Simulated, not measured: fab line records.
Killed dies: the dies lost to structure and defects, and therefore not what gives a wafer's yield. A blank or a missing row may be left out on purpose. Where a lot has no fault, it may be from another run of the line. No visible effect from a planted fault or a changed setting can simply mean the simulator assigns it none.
fab line records :: flow sky130
record
  lots=14
  wafers=40
  last_day=50
route steps=708 shown VT_ADJUST_HVTP@93 SONOS_ONO@182 VIA1@458
lots untouched by any fault: they come from a run of this same line in which no faults occurred
start_h: hours from the record's first day to the start of the lot's first wafer shown :: wait_h: how many hours have passed since the lot's step before this one :: " unchanged from the row above :: L1.1+2: several wafers, shown together as one row :: - no value, or no start was given :: * or withheld: withheld :: < > ~ a bound
route shown NAME@n: a module of which the file shows steps, and the number in the route of the first :: usual: average and standard deviation across the fault-free wafers :: same: alike in all rows :: chamber/n: place in a boat :: sites: the reading at each site :: _std_site: the values' standard deviation :: _edge_site: mean of outer sites minus mean of inner sites :: radius_mm: how far each site lies from the wafer's centre :: mask NAME#n: copy n :: behind: the tool/chamber that last shaped the wafer :: hold: why the lot went on hold/how many hours it stayed there/how the hold came to an end :: device: which transistor (n, p or np) failed to switch :: end of line: the route-end tests of the same wafers :: a step with no rows: only its recipe :: killed: at the first sort, the dies lost to defects and structure; wafer yield is something else :: map: shows each die of a wafer: x if killed, . if not, _ if none is there
set.NAME: the setting the step ran with; set.NAME@STEP: the setting that earlier step ran with :: model.NAME: the simulator's own value behind a step, which no gauge read
route steps across a sampled set of lots; one table per step, one row per wafer
services: when a tool's chamber went out of use (start_h, in hours from the record's first day, below 0 if earlier), for how many hours, and the reason
## steps
# step SKY_VT_ADJUST_HVTP_OVL_MEAS_08
# usual
  VT_ADJUST_HVTP_OVL=0.9/1.5
lot.wafer: L980.2
tool: overlay-02
chamber: -
start_h: 146.99
wait_h: 0.1
VT_ADJUST_HVTP_OVL[nm]: 1.6

lot.wafer: L980.3
tool: overlay-02
chamber: -
start_h: 146.99
wait_h: 0.1
VT_ADJUST_HVTP_OVL[nm]: 1.7

lot.wafer: L980.4
tool: overlay-02
chamber: -
start_h: 146.99
wait_h: 0.1
VT_ADJUST_HVTP_OVL[nm]: 0.3

lot.wafer: L982.1
tool: overlay-02
chamber: -
start_h: 155.34
wait_h: 0.1
VT_ADJUST_HVTP_OVL[nm]: -0.3

lot.wafer: L982.3
tool: overlay-02
chamber: -
start_h: 155.34
wait_h: 0.1
VT_ADJUST_HVTP_OVL[nm]: 0.1

lot.wafer: L982.4
tool: overlay-02
chamber: -
start_h: 155.34
wait_h: 0.1
VT_ADJUST_HVTP_OVL[nm]: 1.1

lot.wafer: L981.1
tool: overlay-01
chamber: -
start_h: 155.96
wait_h: 0.1
VT_ADJUST_HVTP_OVL[nm]: -0.4

lot.wafer: L981.4
tool: overlay-01
chamber: -
start_h: 155.96
wait_h: 0.1
VT_ADJUST_HVTP_OVL[nm]: -1.3

lot.wafer: L981.6
tool: overlay-01
chamber: -
start_h: 155.96
wait_h: 0.1
VT_ADJUST_HVTP_OVL[nm]: -0.5

lot.wafer: L984.1
tool: overlay-01
chamber: -
start_h: 164.34
wait_h: 0.1
VT_ADJUST_HVTP_OVL[nm]: 1.9

lot.wafer: L984.2
tool: overlay-01
chamber: -
start_h: 164.34
wait_h: 0.1
VT_ADJUST_HVTP_OVL[nm]: 3.7

lot.wafer: L984.6
tool: overlay-01
chamber: -
start_h: 164.34
wait_h: 0.1
VT_ADJUST_HVTP_OVL[nm]: 0.6

lot.wafer: L985.1
tool: overlay-01
chamber: -
start_h: 164.99
wait_h: 0.1
VT_ADJUST_HVTP_OVL[nm]: -1.4

lot.wafer: L985.4
tool: overlay-01
chamber: -
start_h: 164.99
wait_h: 0.1
VT_ADJUST_HVTP_OVL[nm]: -1.5

lot.wafer: L985.6
tool: overlay-01
chamber: -
start_h: 164.99
wait_h: 0.1
VT_ADJUST_HVTP_OVL[nm]: -1.3

lot.wafer: L986.1
tool: overlay-01
chamber: -
start_h: 179.61
wait_h: 0.1
VT_ADJUST_HVTP_OVL[nm]: -1.4

lot.wafer: L986.6
tool: overlay-01
chamber: -
start_h: 179.61
wait_h: 0.1
VT_ADJUST_HVTP_OVL[nm]: -0.6

lot.wafer: L987.1
tool: overlay-02
chamber: -
start_h: 181.38
wait_h: 0.1
VT_ADJUST_HVTP_OVL[nm]: 0.7

lot.wafer: L987.2
tool: overlay-02
chamber: -
start_h: 181.38
wait_h: 0.1
VT_ADJUST_HVTP_OVL[nm]: 0.7

lot.wafer: L996.1
tool: overlay-02
chamber: -
start_h: 234.58
wait_h: 0.1
VT_ADJUST_HVTP_OVL[nm]: -0.7

lot.wafer: L996.3
tool: overlay-02
chamber: -
start_h: 234.58
wait_h: 0.1
VT_ADJUST_HVTP_OVL[nm]: 0.2

lot.wafer: L996.5
tool: overlay-02
chamber: -
start_h: 234.58
wait_h: 0.1
VT_ADJUST_HVTP_OVL[nm]: -0.3

lot.wafer: L997.1
tool: overlay-02
chamber: -
start_h: 238.81
wait_h: 0.1
VT_ADJUST_HVTP_OVL[nm]: 2.5

lot.wafer: L997.2
tool: overlay-02
chamber: -
start_h: 238.81
wait_h: 0.1
VT_ADJUST_HVTP_OVL[nm]: 2.3

lot.wafer: L997.4
tool: overlay-02
chamber: -
start_h: 238.81
wait_h: 0.1
VT_ADJUST_HVTP_OVL[nm]: 1.9

lot.wafer: L998.1
tool: overlay-02
chamber: -
start_h: 245.54
wait_h: 0.1
VT_ADJUST_HVTP_OVL[nm]: 1.7

lot.wafer: L998.3
tool: overlay-02
chamber: -
start_h: 245.54
wait_h: 0.1
VT_ADJUST_HVTP_OVL[nm]: 0.4

lot.wafer: L998.6
tool: overlay-02
chamber: -
start_h: 245.54
wait_h: 0.1
VT_ADJUST_HVTP_OVL[nm]: 1.7

lot.wafer: L999.1
tool: overlay-01
chamber: -
start_h: 246.71
wait_h: 0.1
VT_ADJUST_HVTP_OVL[nm]: 2.8

lot.wafer: L999.2
tool: overlay-01
chamber: -
start_h: 246.71
wait_h: 0.1
VT_ADJUST_HVTP_OVL[nm]: 2.3

lot.wafer: L999.5
tool: overlay-01
chamber: -
start_h: 246.71
wait_h: 0.1
VT_ADJUST_HVTP_OVL[nm]: 3.0

lot.wafer: L100.1
tool: overlay-01
chamber: -
start_h: 258.14
wait_h: 0.1
VT_ADJUST_HVTP_OVL[nm]: -0.3

lot.wafer: L100.5
tool: overlay-01
chamber: -
start_h: 258.14
wait_h: 0.1
VT_ADJUST_HVTP_OVL[nm]: -1.6

lot.wafer: L100.6
tool: overlay-01
chamber: -
start_h: 258.14
wait_h: 0.1
VT_ADJUST_HVTP_OVL[nm]: -1.2

lot.wafer: L101.4
tool: overlay-02
chamber: -
start_h: 259.68
wait_h: 0.1
VT_ADJUST_HVTP_OVL[nm]: 1.7

lot.wafer: L101.5
tool: overlay-02
chamber: -
start_h: 259.68
wait_h: 0.1
VT_ADJUST_HVTP_OVL[nm]: 0.9

lot.wafer: L101.6
tool: overlay-02
chamber: -
start_h: 259.68
wait_h: 0.1
VT_ADJUST_HVTP_OVL[nm]: 3.2

lot.wafer: L102.2
tool: overlay-01
chamber: -
start_h: 265.89
wait_h: 0.1
VT_ADJUST_HVTP_OVL[nm]: 0.2

lot.wafer: L102.3
tool: overlay-01
chamber: -
start_h: 265.89
wait_h: 0.1
VT_ADJUST_HVTP_OVL[nm]: 0.0

lot.wafer: L102.6
tool: overlay-01
chamber: -
start_h: 265.89
wait_h: 0.1
VT_ADJUST_HVTP_OVL[nm]: 0.1
# step SKY_SONOS_ONO_OVL_MEAS_14
# usual
  SONOS_ONO_OVL=0.1/1.3
lot.wafer: L980.2
tool: overlay-02
chamber: -
start_h: 315.90
wait_h: 0.1
SONOS_ONO_OVL[nm]: 1.0

lot.wafer: L980.3
tool: overlay-02
chamber: -
start_h: 315.90
wait_h: 0.1
SONOS_ONO_OVL[nm]: 2.6

lot.wafer: L980.4
tool: overlay-02
chamber: -
start_h: 315.90
wait_h: 0.1
SONOS_ONO_OVL[nm]: 2.7

lot.wafer: L982.1
tool: overlay-02
chamber: -
start_h: 318.83
wait_h: 0.1
SONOS_ONO_OVL[nm]: 0.2

lot.wafer: L982.3
tool: overlay-02
chamber: -
start_h: 318.83
wait_h: 0.1
SONOS_ONO_OVL[nm]: 0.5

lot.wafer: L982.4
tool: overlay-02
chamber: -
start_h: 318.83
wait_h: 0.1
SONOS_ONO_OVL[nm]: 0.4

lot.wafer: L981.1
tool: overlay-02
chamber: -
start_h: 323.43
wait_h: 0.1
SONOS_ONO_OVL[nm]: 1.4

lot.wafer: L981.4
tool: overlay-02
chamber: -
start_h: 323.43
wait_h: 0.1
SONOS_ONO_OVL[nm]: 0.0

lot.wafer: L981.6
tool: overlay-02
chamber: -
start_h: 323.43
wait_h: 0.1
SONOS_ONO_OVL[nm]: 1.0

lot.wafer: L984.1
tool: overlay-02
chamber: -
start_h: 337.48
wait_h: 0.1
SONOS_ONO_OVL[nm]: -0.1

lot.wafer: L984.2
tool: overlay-02
chamber: -
start_h: 337.48
wait_h: 0.1
SONOS_ONO_OVL[nm]: -0.5

lot.wafer: L984.6
tool: overlay-02
chamber: -
start_h: 337.48
wait_h: 0.1
SONOS_ONO_OVL[nm]: -0.7

lot.wafer: L985.1
tool: overlay-01
chamber: -
start_h: 338.64
wait_h: 0.1
SONOS_ONO_OVL[nm]: 0.1

lot.wafer: L985.4
tool: overlay-01
chamber: -
start_h: 338.64
wait_h: 0.1
SONOS_ONO_OVL[nm]: 0.5

lot.wafer: L985.6
tool: overlay-01
chamber: -
start_h: 338.64
wait_h: 0.1
SONOS_ONO_OVL[nm]: -0.3

lot.wafer: L986.1
tool: overlay-02
chamber: -
start_h: 350.79
wait_h: 0.1
SONOS_ONO_OVL[nm]: -1.0

lot.wafer: L986.6
tool: overlay-02
chamber: -
start_h: 350.79
wait_h: 0.1
SONOS_ONO_OVL[nm]: -0.3

lot.wafer: L987.1
tool: overlay-02
chamber: -
start_h: 357.34
wait_h: 0.1
SONOS_ONO_OVL[nm]: -0.7

lot.wafer: L987.2
tool: overlay-02
chamber: -
start_h: 357.34
wait_h: 0.1
SONOS_ONO_OVL[nm]: -0.9

lot.wafer: L996.1
tool: overlay-01
chamber: -
start_h: 425.38
wait_h: 0.1
SONOS_ONO_OVL[nm]: 1.2

lot.wafer: L996.3
tool: overlay-01
chamber: -
start_h: 425.38
wait_h: 0.1
SONOS_ONO_OVL[nm]: 0.5

lot.wafer: L996.5
tool: overlay-01
chamber: -
start_h: 425.38
wait_h: 0.1
SONOS_ONO_OVL[nm]: 1.1

lot.wafer: L997.1
tool: overlay-01
chamber: -
start_h: 433.23
wait_h: 0.1
SONOS_ONO_OVL[nm]: -0.3

lot.wafer: L997.2
tool: overlay-01
chamber: -
start_h: 433.23
wait_h: 0.1
SONOS_ONO_OVL[nm]: -0.3

lot.wafer: L997.4
tool: overlay-01
chamber: -
start_h: 433.23
wait_h: 0.1
SONOS_ONO_OVL[nm]: -1.5

lot.wafer: L999.1
tool: overlay-01
chamber: -
start_h: 443.69
wait_h: 0.1
SONOS_ONO_OVL[nm]: 1.3

lot.wafer: L999.2
tool: overlay-01
chamber: -
start_h: 443.69
wait_h: 0.1
SONOS_ONO_OVL[nm]: 0.7

lot.wafer: L999.5
tool: overlay-01
chamber: -
start_h: 443.69
wait_h: 0.1
SONOS_ONO_OVL[nm]: 1.2

lot.wafer: L998.1
tool: overlay-02
chamber: -
start_h: 443.78
wait_h: 0.1
SONOS_ONO_OVL[nm]: -0.5

lot.wafer: L998.3
tool: overlay-02
chamber: -
start_h: 443.78
wait_h: 0.1
SONOS_ONO_OVL[nm]: -0.1

lot.wafer: L998.6
tool: overlay-02
chamber: -
start_h: 443.78
wait_h: 0.1
SONOS_ONO_OVL[nm]: 0.4

lot.wafer: L100.1
tool: overlay-02
chamber: -
start_h: 458.33
wait_h: 0.1
SONOS_ONO_OVL[nm]: 2.7

lot.wafer: L100.5
tool: overlay-02
chamber: -
start_h: 458.33
wait_h: 0.1
SONOS_ONO_OVL[nm]: 2.8

lot.wafer: L100.6
tool: overlay-02
chamber: -
start_h: 458.33
wait_h: 0.1
SONOS_ONO_OVL[nm]: 2.8

lot.wafer: L101.4
tool: overlay-01
chamber: -
start_h: 458.34
wait_h: 0.1
SONOS_ONO_OVL[nm]: 0.8

lot.wafer: L101.5
tool: overlay-01
chamber: -
start_h: 458.34
wait_h: 0.1
SONOS_ONO_OVL[nm]: -0.2

lot.wafer: L101.6
tool: overlay-01
chamber: -
start_h: 458.34
wait_h: 0.1
SONOS_ONO_OVL[nm]: -2.2

lot.wafer: L102.2
tool: overlay-01
chamber: -
start_h: 463.38
wait_h: 0.1
SONOS_ONO_OVL[nm]: -0.9

lot.wafer: L102.3
tool: overlay-01
chamber: -
start_h: 463.38
wait_h: 0.1
SONOS_ONO_OVL[nm]: -0.7

lot.wafer: L102.6
tool: overlay-01
chamber: -
start_h: 463.38
wait_h: 0.1
SONOS_ONO_OVL[nm]: -0.3
# step SKY_VIA1_HDPCVD_00
# recipe
  material=SiO2
  target_thk_nm=1030
  sigma_open_frac=0.3
  time_s=171.7
  temp_c=400
  sih4_flow_sccm=60
  pressure_mtorr=6
lot.wafer: L980.2+3+4
tool: hdpcvd-01
chamber: 2,0,0
start_h: 802.60
wait_h: 0.0

lot.wafer: L982.1+3+4
tool: hdpcvd-01
chamber: 0,1,2
start_h: 803.80
wait_h: 0.0

lot.wafer: L981.1+4+6
tool: hdpcvd-02
chamber: 0,1,0
start_h: 806.22
wait_h: 0.0

lot.wafer: L984.1+2+6
tool: hdpcvd-02
chamber: 0,2,0
start_h: 814.83
wait_h: 0.0

lot.wafer: L985.1+4+6
tool: hdpcvd-02
chamber: 0,2,1
start_h: 819.18
wait_h: 0.0

lot.wafer: L986.1+6
tool: hdpcvd-02
chamber: 2
start_h: 829.20
wait_h: 0.0

lot.wafer: L987.1+2
tool: hdpcvd-02
chamber: 0,2
start_h: 840.39
wait_h: 0.0

lot.wafer: L996.1+3+5
tool: hdpcvd-02
chamber: 1,2,1
start_h: 897.60
wait_h: 0.0

lot.wafer: L997.1+2+4
tool: hdpcvd-01
chamber: 2,0,2
start_h: 904.95
wait_h: 0.0

lot.wafer: L998.1+3+6
tool: hdpcvd-02
chamber: 1,0,1
start_h: 913.17
wait_h: 0.0

lot.wafer: L999.1+2+5
tool: hdpcvd-02
chamber: 0,2,0
start_h: 914.09
wait_h: 0.0

lot.wafer: L101.4+5+6
tool: hdpcvd-01
chamber: 2,1,0
start_h: 922.56
wait_h: 0.1

lot.wafer: L100.1+5+6
tool: hdpcvd-01
chamber: 1,2,0
start_h: 929.08
wait_h: 0.0

lot.wafer: L102.2+3+6
tool: hdpcvd-02
chamber: 0,2,0
start_h: 929.65
wait_h: 0.0
# step SKY_VIA1_THK_MEAS_01
# recipe
  reads=SiO2_of_VIA1_HDPCVD_00
# usual
  VIA1_HDPCVD_THK=1031/11
lot.wafer: L980.2
tool: film_metro-01
chamber: -
start_h: 802.72
wait_h: 0.1
VIA1_HDPCVD_THK[nm]: 1029

lot.wafer: L980.3
tool: film_metro-01
chamber: -
start_h: 802.72
wait_h: 0.1
VIA1_HDPCVD_THK[nm]: 1021

lot.wafer: L980.4
tool: film_metro-01
chamber: -
start_h: 802.72
wait_h: 0.1
VIA1_HDPCVD_THK[nm]: 1027

lot.wafer: L982.1
tool: film_metro-01
chamber: -
start_h: 803.91
wait_h: 0.1
VIA1_HDPCVD_THK[nm]: 1042

lot.wafer: L982.3
tool: film_metro-01
chamber: -
start_h: 803.91
wait_h: 0.1
VIA1_HDPCVD_THK[nm]: 1023

lot.wafer: L982.4
tool: film_metro-01
chamber: -
start_h: 803.91
wait_h: 0.1
VIA1_HDPCVD_THK[nm]: 1040

lot.wafer: L981.1
tool: film_metro-01
chamber: -
start_h: 806.33
wait_h: 0.1
VIA1_HDPCVD_THK[nm]: 1056

lot.wafer: L981.4
tool: film_metro-01
chamber: -
start_h: 806.33
wait_h: 0.1
VIA1_HDPCVD_THK[nm]: 1045

lot.wafer: L981.6
tool: film_metro-01
chamber: -
start_h: 806.33
wait_h: 0.1
VIA1_HDPCVD_THK[nm]: 1056

lot.wafer: L984.1
tool: film_metro-02
chamber: -
start_h: 814.94
wait_h: 0.1
VIA1_HDPCVD_THK[nm]: 1032

lot.wafer: L984.2
tool: film_metro-02
chamber: -
start_h: 814.94
wait_h: 0.1
VIA1_HDPCVD_THK[nm]: 1034

lot.wafer: L984.6
tool: film_metro-02
chamber: -
start_h: 814.94
wait_h: 0.1
VIA1_HDPCVD_THK[nm]: 1029

lot.wafer: L985.1
tool: film_metro-01
chamber: -
start_h: 819.29
wait_h: 0.1
VIA1_HDPCVD_THK[nm]: 1034

lot.wafer: L985.4
tool: film_metro-01
chamber: -
start_h: 819.29
wait_h: 0.1
VIA1_HDPCVD_THK[nm]: 1034

lot.wafer: L985.6
tool: film_metro-01
chamber: -
start_h: 819.29
wait_h: 0.1
VIA1_HDPCVD_THK[nm]: 1028

lot.wafer: L986.1
tool: film_metro-03
chamber: -
start_h: 829.31
wait_h: 0.1
VIA1_HDPCVD_THK[nm]: 638

lot.wafer: L986.6
tool: film_metro-03
chamber: -
start_h: 829.31
wait_h: 0.1
VIA1_HDPCVD_THK[nm]: 1035

lot.wafer: L987.1
tool: film_metro-02
chamber: -
start_h: 840.56
wait_h: 0.1
VIA1_HDPCVD_THK[nm]: 629

lot.wafer: L987.2
tool: film_metro-02
chamber: -
start_h: 840.56
wait_h: 0.1
VIA1_HDPCVD_THK[nm]: 1009

lot.wafer: L996.1
tool: film_metro-01
chamber: -
start_h: 897.71
wait_h: 0.1
VIA1_HDPCVD_THK[nm]: 1040

lot.wafer: L996.3
tool: film_metro-01
chamber: -
start_h: 897.71
wait_h: 0.1
VIA1_HDPCVD_THK[nm]: 1014

lot.wafer: L996.5
tool: film_metro-01
chamber: -
start_h: 897.71
wait_h: 0.1
VIA1_HDPCVD_THK[nm]: 1033

lot.wafer: L997.1
tool: film_metro-02
chamber: -
start_h: 905.06
wait_h: 0.1
VIA1_HDPCVD_THK[nm]: 1037

lot.wafer: L997.2
tool: film_metro-02
chamber: -
start_h: 905.06
wait_h: 0.1
VIA1_HDPCVD_THK[nm]: 1032

lot.wafer: L997.4
tool: film_metro-02
chamber: -
start_h: 905.06
wait_h: 0.1
VIA1_HDPCVD_THK[nm]: 1043

lot.wafer: L998.1
tool: film_metro-03
chamber: -
start_h: 913.28
wait_h: 0.1
VIA1_HDPCVD_THK[nm]: 1038

lot.wafer: L998.3
tool: film_metro-03
chamber: -
start_h: 913.28
wait_h: 0.1
VIA1_HDPCVD_THK[nm]: 1049

lot.wafer: L998.6
tool: film_metro-03
chamber: -
start_h: 913.28
wait_h: 0.1
VIA1_HDPCVD_THK[nm]: 1034

lot.wafer: L999.1
tool: film_metro-02
chamber: -
start_h: 914.20
wait_h: 0.1
VIA1_HDPCVD_THK[nm]: 1033

lot.wafer: L999.2
tool: film_metro-02
chamber: -
start_h: 914.20
wait_h: 0.1
VIA1_HDPCVD_THK[nm]: 1023

lot.wafer: L999.5
tool: film_metro-02
chamber: -
start_h: 914.20
wait_h: 0.1
VIA1_HDPCVD_THK[nm]: 1031

lot.wafer: L101.4
tool: film_metro-01
chamber: -
start_h: 922.64
wait_h: 0.0
VIA1_HDPCVD_THK[nm]: 1036

lot.wafer: L101.5
tool: film_metro-01
chamber: -
start_h: 922.64
wait_h: 0.0
VIA1_HDPCVD_THK[nm]: 1021

lot.wafer: L101.6
tool: film_metro-01
chamber: -
start_h: 922.64
wait_h: 0.0
VIA1_HDPCVD_THK[nm]: 1045

lot.wafer: L100.1
tool: film_metro-03
chamber: -
start_h: 929.19
wait_h: 0.1
VIA1_HDPCVD_THK[nm]: 1012

lot.wafer: L100.5
tool: film_metro-03
chamber: -
start_h: 929.19
wait_h: 0.1
VIA1_HDPCVD_THK[nm]: 1026

lot.wafer: L100.6
tool: film_metro-03
chamber: -
start_h: 929.19
wait_h: 0.1
VIA1_HDPCVD_THK[nm]: 1028

lot.wafer: L102.2
tool: film_metro-02
chamber: -
start_h: 929.77
wait_h: 0.1
VIA1_HDPCVD_THK[nm]: 1020

lot.wafer: L102.3
tool: film_metro-02
chamber: -
start_h: 929.77
wait_h: 0.1
VIA1_HDPCVD_THK[nm]: 1012

lot.wafer: L102.6
tool: film_metro-02
chamber: -
start_h: 929.77
wait_h: 0.1
VIA1_HDPCVD_THK[nm]: 1029
# step SKY_VIA1_THK_MEAS_23
# recipe
  thk_meas_gauge=xrf
  reads=W_of_VIA1_CVD_21
# usual
  VIA1_W_THK=268/3.5
lot.wafer: L980.2
tool: film_metro-01
chamber: -
start_h: 831.21
wait_h: 0.1
VIA1_W_THK[nm]: 272

lot.wafer: L980.3
tool: film_metro-01
chamber: -
start_h: 831.21
wait_h: 0.1
VIA1_W_THK[nm]: 270

lot.wafer: L980.4
tool: film_metro-01
chamber: -
start_h: 831.21
wait_h: 0.1
VIA1_W_THK[nm]: 273

lot.wafer: L982.1
tool: film_metro-03
chamber: -
start_h: 831.87
wait_h: 0.1
VIA1_W_THK[nm]: 269

lot.wafer: L982.3
tool: film_metro-03
chamber: -
start_h: 831.87
wait_h: 0.1
VIA1_W_THK[nm]: 267

lot.wafer: L982.4
tool: film_metro-03
chamber: -
start_h: 831.87
wait_h: 0.1
VIA1_W_THK[nm]: 272

lot.wafer: L981.1
tool: film_metro-01
chamber: -
start_h: 834.27
wait_h: 0.1
VIA1_W_THK[nm]: 265

lot.wafer: L981.4
tool: film_metro-01
chamber: -
start_h: 834.27
wait_h: 0.1
VIA1_W_THK[nm]: 266

lot.wafer: L981.6
tool: film_metro-01
chamber: -
start_h: 834.27
wait_h: 0.1
VIA1_W_THK[nm]: 263

lot.wafer: L984.1
tool: film_metro-01
chamber: -
start_h: 842.92
wait_h: 0.1
VIA1_W_THK[nm]: 270

lot.wafer: L984.2
tool: film_metro-01
chamber: -
start_h: 842.92
wait_h: 0.1
VIA1_W_THK[nm]: 262

lot.wafer: L984.6
tool: film_metro-01
chamber: -
start_h: 842.92
wait_h: 0.1
VIA1_W_THK[nm]: 268

lot.wafer: L985.1
tool: film_metro-01
chamber: -
start_h: 846.80
wait_h: 0.1
VIA1_W_THK[nm]: 272

lot.wafer: L985.4
tool: film_metro-01
chamber: -
start_h: 846.80
wait_h: 0.1
VIA1_W_THK[nm]: 275

lot.wafer: L985.6
tool: film_metro-01
chamber: -
start_h: 846.80
wait_h: 0.1
VIA1_W_THK[nm]: 271

lot.wafer: L986.1
tool: film_metro-02
chamber: -
start_h: 856.70
wait_h: 0.1
VIA1_W_THK[nm]: 262

lot.wafer: L986.6
tool: film_metro-02
chamber: -
start_h: 856.70
wait_h: 0.1
VIA1_W_THK[nm]: 264

lot.wafer: L987.1
tool: film_metro-03
chamber: -
start_h: 867.88
wait_h: 0.1
VIA1_W_THK[nm]: 265

lot.wafer: L987.2
tool: film_metro-03
chamber: -
start_h: 867.88
wait_h: 0.1
VIA1_W_THK[nm]: 271

lot.wafer: L996.1
tool: film_metro-02
chamber: -
start_h: 924.90
wait_h: 0.1
VIA1_W_THK[nm]: 270

lot.wafer: L996.3
tool: film_metro-02
chamber: -
start_h: 924.90
wait_h: 0.1
VIA1_W_THK[nm]: 267

lot.wafer: L996.5
tool: film_metro-02
chamber: -
start_h: 924.90
wait_h: 0.1
VIA1_W_THK[nm]: 266

lot.wafer: L997.1
tool: film_metro-03
chamber: -
start_h: 931.62
wait_h: 0.1
VIA1_W_THK[nm]: 268

lot.wafer: L997.2
tool: film_metro-03
chamber: -
start_h: 931.62
wait_h: 0.1
VIA1_W_THK[nm]: 267

lot.wafer: L997.4
tool: film_metro-03
chamber: -
start_h: 931.62
wait_h: 0.1
VIA1_W_THK[nm]: 275

lot.wafer: L998.1
tool: film_metro-01
chamber: -
start_h: 939.79
wait_h: 0.1
VIA1_W_THK[nm]: 272

lot.wafer: L998.3
tool: film_metro-01
chamber: -
start_h: 939.79
wait_h: 0.1
VIA1_W_THK[nm]: 271

lot.wafer: L998.6
tool: film_metro-01
chamber: -
start_h: 939.79
wait_h: 0.1
VIA1_W_THK[nm]: 272

lot.wafer: L999.1
tool: film_metro-02
chamber: -
start_h: 940.67
wait_h: 0.1
VIA1_W_THK[nm]: 270

lot.wafer: L999.2
tool: film_metro-02
chamber: -
start_h: 940.67
wait_h: 0.1
VIA1_W_THK[nm]: 269

lot.wafer: L999.5
tool: film_metro-02
chamber: -
start_h: 940.67
wait_h: 0.1
VIA1_W_THK[nm]: 268

lot.wafer: L101.4
tool: film_metro-01
chamber: -
start_h: 949.07
wait_h: 0.1
VIA1_W_THK[nm]: 265

lot.wafer: L101.5
tool: film_metro-01
chamber: -
start_h: 949.07
wait_h: 0.1
VIA1_W_THK[nm]: 266

lot.wafer: L101.6
tool: film_metro-01
chamber: -
start_h: 949.07
wait_h: 0.1
VIA1_W_THK[nm]: 265

lot.wafer: L100.1
tool: film_metro-01
chamber: -
start_h: 954.52
wait_h: 0.1
VIA1_W_THK[nm]: 272

lot.wafer: L100.5
tool: film_metro-01
chamber: -
start_h: 954.52
wait_h: 0.1
VIA1_W_THK[nm]: 270

lot.wafer: L100.6
tool: film_metro-01
chamber: -
start_h: 954.52
wait_h: 0.1
VIA1_W_THK[nm]: 268

lot.wafer: L102.2
tool: film_metro-02
chamber: -
start_h: 954.88
wait_h: 0.1
VIA1_W_THK[nm]: 260

lot.wafer: L102.3
tool: film_metro-02
chamber: -
start_h: 954.88
wait_h: 0.1
VIA1_W_THK[nm]: 260

lot.wafer: L102.6
tool: film_metro-02
chamber: -
start_h: 954.88
wait_h: 0.1
VIA1_W_THK[nm]: 267
## services
tool: hdpcvd-01
chamber: 0
start_h: 811.99
hours: 4.4
kind: repair

tool: hdpcvd-02
chamber: 1
start_h: 835.63
hours: 21.9
kind: repair

tool: hdpcvd-02
chamber: -
start_h: 866.34
hours: 0.6
kind: repair
## key
first_sign
  step=SKY_VIA1_THK_MEAS_01
  reading=VIA1_HDPCVD_THK
  direction=down
  sigmas=37
  usual=1031
  struck=634
effect none on later readings
met_at SKY_VIA1_HDPCVD_00
struck_lots L986,L987
struck_wafers L986.1,L987.1
sort_left_out L986.1,L987.1
not_acting_at SKY_VT_ADJUST_HVTP_OVL_MEAS_08,SKY_SONOS_ONO_OVL_MEAS_14,SKY_VIA1_THK_MEAS_23
onset_between 819.18 829.20
fault
  kind=process_parameter_drift
  tool=hdpcvd-02
  chamber=-
  onset_h=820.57
  steps=SKY_VIA1_HDPCVD_00
  channel=target_thk_nm
  offset=-382.11
  shape=step
  end_h=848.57
  scope=struck_wafers_only
  acts_in=these_recipes_only
  stated=1030
# sort_left_out: the simulated sort isn't trusted on such a fault, so these wafers' sort isn't shown, and their yield isn't known
